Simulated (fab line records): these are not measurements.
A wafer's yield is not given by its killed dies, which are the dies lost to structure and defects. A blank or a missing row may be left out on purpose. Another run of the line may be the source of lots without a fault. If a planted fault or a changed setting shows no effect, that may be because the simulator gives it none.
The tool behind it: which one? ; flow sky130 ; 13 lots with 39 wafers sampled at 5 steps, on a route of 708 steps

## WHAT THE GAUGES SHOWED, per wafer
SKY_SONOS_ONO_CD_MEAS_13 targets a cd of 410 nm. Usual: cd-nm reads 410.4 nm (standard deviation 2.3).
lot;measured;on;cd-nm (nm);flag
L375;day 12 13:02;cd-sem-01;407.9 410.2 409.3;
L376;day 12 22:34;cd-sem-02;407.6 408.4 408.8;
L377;day 13 04:52;cd-sem-02;409.5 408.9 408.8;
L379;day 14 16:07;cd-sem-02;408.1 408.3 408.8;
L383;day 16 00:10;cd-sem-02;409.4 408.6 408.8;
L385;day 16 00:31;cd-sem-01;413.7 409.7 409.4;
L384;day 16 06:49;cd-sem-01;412.2 410.3 409.2;
L387;day 16 11:16;cd-sem-01;411.1 412.1 412.3;
L392;day 18 13:19;cd-sem-02;410.9 413.1 410.6;
L393;day 18 15:52;cd-sem-01;407.8 408.1 408.0;
L394;day 19 06:20;cd-sem-01;411.1 411.6 411.4;
L397;day 21 05:55;cd-sem-02;417.1 416.5 416.0;
L398;day 21 06:13;cd-sem-01;411.6 409.9 410.0;

SKY_LDD_P_CD_MEAS_07 targets a cd of 380 nm. Usual: cd-nm reads 379.8 nm (standard deviation 2.5).
lot;measured;on;cd-nm (nm);flag
L375;day 19 00:16;cd-sem-02;378.3 380.0 377.5;
L376;day 19 05:01;cd-sem-01;384.7 385.3 383.5;
L377;day 19 08:24;cd-sem-01;378.9 381.3 375.1;
L379;day 21 01:07;cd-sem-02;381.1 380.5 380.6;
L383;day 23 23:40;cd-sem-02;377.6 380.2 379.2;
L385;day 24 00:37;cd-sem-02;376.5 376.5 375.5;
L384;day 24 02:38;cd-sem-02;374.7 379.3 377.5;
L387;day 24 01:31;cd-sem-01;367.9 367.7 367.5 368.2 367.9 367.6;OFF
L392;day 25 03:49;cd-sem-01;370.8 371.5 370.7;OFF
L393;day 25 06:40;cd-sem-02;379.8 378.9 380.2;
L394;day 25 19:35;cd-sem-02;379.6 380.4 382.7;
L397;day 27 21:05;cd-sem-02;382.5 382.3 381.0;
L398;day 27 20:47;cd-sem-02;382.1 383.0 380.9;

SKY_LDD_HVN_OVL_MEAS_07. Usual: LDD_HVN_OVL 0.6 nm, standard deviation 1.4.
lot;measured;on;LDD_HVN_OVL (nm);flag
L375;day 20 04:28;overlay-01;0.5 2.8 1.2;
L376;day 20 08:22;overlay-01;3.5 0.9 1.7;
L377;day 20 10:50;overlay-02;0.7 1.0 0.1;
L379;day 22 08:06;overlay-02;0.8 -0.4 0.3;
L383;day 25 05:28;overlay-02;0.9 1.8 1.6;
L385;day 25 06:12;overlay-02;0.2 0.7 3.7;
L384;day 25 08:34;overlay-01;0.2 1.5 -1.5;
L387;day 25 07:41;overlay-02;0.1 0.5 0.5;
L392;day 26 08:55;overlay-01;3.7 2.1 1.6;
L393;day 26 12:07;overlay-02;1.1 2.3 1.0;
L394;day 27 00:03;overlay-01;-1.6 -1.1 -1.9;
L397;day 29 01:18;overlay-02;2.3 0.1 2.2;
L398;day 29 00:55;overlay-01;0.9 -1.2 2.5;

## WHAT TOOL EACH LOT RAN ON (gives the tool, then ch and the chambers of the sampled wafers, and finally the start)
lot;SKY_VT_ADJUST_PCH_STRIP_09;SKY_LDD_P_DEVELOP_06
L375;plasma-asher-04 ch 0,1, day 10 08:13;litho-track-01 ch 0, day 19 00:08
L376;plasma-asher-04 ch 0,1, day 10 16:17;litho-track-03 ch 0, day 19 04:52
L377;plasma-asher-02 ch 0,1, day 11 01:36;litho-track-01 ch 0, day 19 08:15
L379;plasma-asher-03 ch 0,1, day 12 08:51;litho-track-03 ch 0, day 21 00:58
L383;plasma-asher-04 ch 0,1, day 12 21:40;litho-track-03 ch 0, day 23 23:31
L385;plasma-asher-04 ch 0,1, day 13 13:46;litho-track-03 ch 0, day 24 00:28
L384;plasma-asher-04 ch 0,1, day 13 17:36;litho-track-02 ch 0, day 24 02:29
L387;plasma-asher-04 ch 0,1, day 14 00:21;litho-track-03 ch 0, day 24 01:22
L392;plasma-asher-04 ch 0,1, day 15 22:22;litho-track-03 ch 0, day 25 03:40
L393;plasma-asher-04 ch 0,1, day 16 01:06;litho-track-01 ch 0, day 25 06:32
L394;plasma-asher-04 ch 0,1, day 16 13:06;litho-track-02 ch 0, day 25 19:26
L397;plasma-asher-04 ch 0, day 17 06:51;litho-track-02 ch 0, day 27 20:56
L398;plasma-asher-04 ch 0,1, day 17 21:30;litho-track-02 ch 0, day 27 20:38
- SKY_VT_ADJUST_PCH_STRIP_09: strips in O2/N2.
- SKY_LDD_P_DEVELOP_06: develop time 60 s.

## AS READ BY THE TOOLS THEMSELVES (means over the sampled wafers that have a number; for cases with no such wafer, the mark the record gives instead)
SKY_VT_ADJUST_PCH_STRIP_09. Usual: drypump-motor-current-A 5.9 A, standard deviation 0.37; oes-product-au 0.723 a.u., standard deviation 0.0042; strip-time-to-endpoint-s 36.91 s, standard deviation 0.1.
lot;tool;drypump-motor-current-A (A);oes-product-au (a.u.);strip-time-to-endpoint-s (s);flag
L375;plasma-asher-04;6.1;0.725;36.83;
L376;plasma-asher-04;6.0;0.724;36.98;
L377;plasma-asher-02;5.3;0.723;36.85;
L379;plasma-asher-03;5.5;0.726;36.90;
L383;plasma-asher-04;6.1;0.723;36.82;
L385;plasma-asher-04;6.0;0.721;36.86;
L384;plasma-asher-04;6.0;0.721;36.99;
L387;plasma-asher-04;6.1;0.724;36.89;
L392;plasma-asher-04;6.1;0.722;36.83;
L393;plasma-asher-04;5.9;0.726;36.94;
L394;plasma-asher-04;6.1;0.720;36.93;
L397;plasma-asher-04;5.9;0.721;37.04;
L398;plasma-asher-04;6.1;0.721;37.07;

SKY_LDD_P_DEVELOP_06. Usual: exhaust-pa reads 45.1 Pa (standard deviation 1).
lot;tool;exhaust-pa (Pa);flag
L375;litho-track-01;46.4;
L376;litho-track-03;45.7;
L377;litho-track-01;44.6;
L379;litho-track-03;45.7;
L383;litho-track-03;44.9;
L385;litho-track-03;45.1;
L384;litho-track-02;44.4;
L387;litho-track-03;45.1;
L392;litho-track-03;46.6;
L393;litho-track-01;44.1;
L394;litho-track-02;42.6;
L397;litho-track-02;45.2;
L398;litho-track-02;44.5;

## THE ANSWER, worked out from the rows above alone
Rule: a lot counts as off when the mean over its wafers that have a number is more than 3 standard deviations away from the usual mean. Also off: a lot with no number at a reading for which 4 or more lots have one. Where the step has rows for the other lots, those lots are counted as sound. After the gauges, taken in route order, come the tools' own readings; for these a lot's mean is taken, as printed above. The first step at which some lot is off is used, and at that step the reading that is off furthest; a lot without a number counts as furthest.
Off: L387, L392 (SKY_LDD_P_CD_MEAS_07, cd-nm).
A tool fits if, at a process step before that reading, it ran every lot that is off, and no sound lot after the first of them. The gauges at SKY_LDD_P_CD_MEAS_07 are tried like those tools. This does not decide it: 2 tools fit, namely litho-track-03 at SKY_LDD_P_DEVELOP_06 and cd-sem-01 at SKY_LDD_P_CD_MEAS_07.

## WHAT THE SIMULATOR HAD PUT IN
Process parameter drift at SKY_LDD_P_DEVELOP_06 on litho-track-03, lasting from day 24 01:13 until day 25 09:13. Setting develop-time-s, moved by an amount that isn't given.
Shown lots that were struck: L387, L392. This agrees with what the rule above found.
